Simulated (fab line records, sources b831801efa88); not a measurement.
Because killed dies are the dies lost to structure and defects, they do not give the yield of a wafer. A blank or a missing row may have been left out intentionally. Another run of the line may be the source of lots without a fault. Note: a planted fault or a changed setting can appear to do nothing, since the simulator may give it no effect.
One fault seen from 2 desks | flow gf180mcu | each desk holds nothing but its own numbers, with what lay behind them at the end

== AT THE METROLOGY DESK ==
What the gauges read for every lot (on any tool): the sampled wafers with a number, averaged. A lot is out of limits, marked OUT, if its mean lies more than 4 standard deviations from the usual mean; the brackets give that distance.
Columns: A = PASSIVATION_CVD_02_THK at GF_PASSIVATION_THK_MEAS_03, usual 699 nm
lot  | first seen here | A
L483 | day 29 10:29    | 703
L485 | day 30 01:01    | 704
L486 | day 30 03:40    | 699
L488 | day 30 11:13    | 697
L489 | day 30 22:35    | 701
L490 | day 31 07:53    | 701
L492 | day 31 16:20    | 695
L493 | day 32 01:13    | 703
L496 | day 32 16:37    | 700
L500 | day 33 15:13    | 700
L502 | day 34 01:02    | 696
L503 | day 34 05:33    | 697
Finding of this desk: none of the 12 lots has anything out of limits.

== DESK OF THE TOOL OWNER: rie_metal-03 ==
The tool's own readings at GF_M2_METAL_ETCH_16 (etches the open film in Cl2/BCl3, stops on SiO2, target depth 750.8 nm, time 125.1 s): means of the sampled wafers that have a number, for each lot that ran on this tool. A lot is out of limits, marked OUT, if its mean lies more than 4 standard deviations from the usual mean; the brackets give that distance.
Columns: A = bcl3_flow_sccm at GF_M2_METAL_ETCH_16, usual 40.02 sccm; B = drypump_motor_current_A at GF_M2_METAL_ETCH_16, usual 6.1 A; C = mfc_cl2_sccm at GF_M2_METAL_ETCH_16, usual 79.99 sccm; D = oes_product_au at GF_M2_METAL_ETCH_16, usual 0.992 a.u.; E = throttle_valve_pct at GF_M2_METAL_ETCH_16, usual 28.227 %
lot  | first seen here | A     | B   | C     | D     | E
L486 | day 21 16:44    | 39.95 | 6.7 | 80.04 | 0.990 | 28.225
L490 | day 23 05:44    | 39.99 | 6.6 | 80.01 | 0.992 | 28.230
L493 | day 24 01:38    | 40.26 | 6.5 | 80.15 | 0.997 | 28.226
L496 | day 24 23:44    | 40.09 | 6.8 | 80.21 | 0.988 | 28.227
L500 | day 26 04:32    | 40.12 | 6.7 | 79.95 | 0.989 | 28.229
Finding of this desk: none of the 5 lots has anything out of limits.

== BROUGHT TOGETHER ==
From the metrology desk's view, nothing was out of limits.
The tool owner's desk saw nothing out of limits.

== WHAT THE SIMULATOR PUT IN ==
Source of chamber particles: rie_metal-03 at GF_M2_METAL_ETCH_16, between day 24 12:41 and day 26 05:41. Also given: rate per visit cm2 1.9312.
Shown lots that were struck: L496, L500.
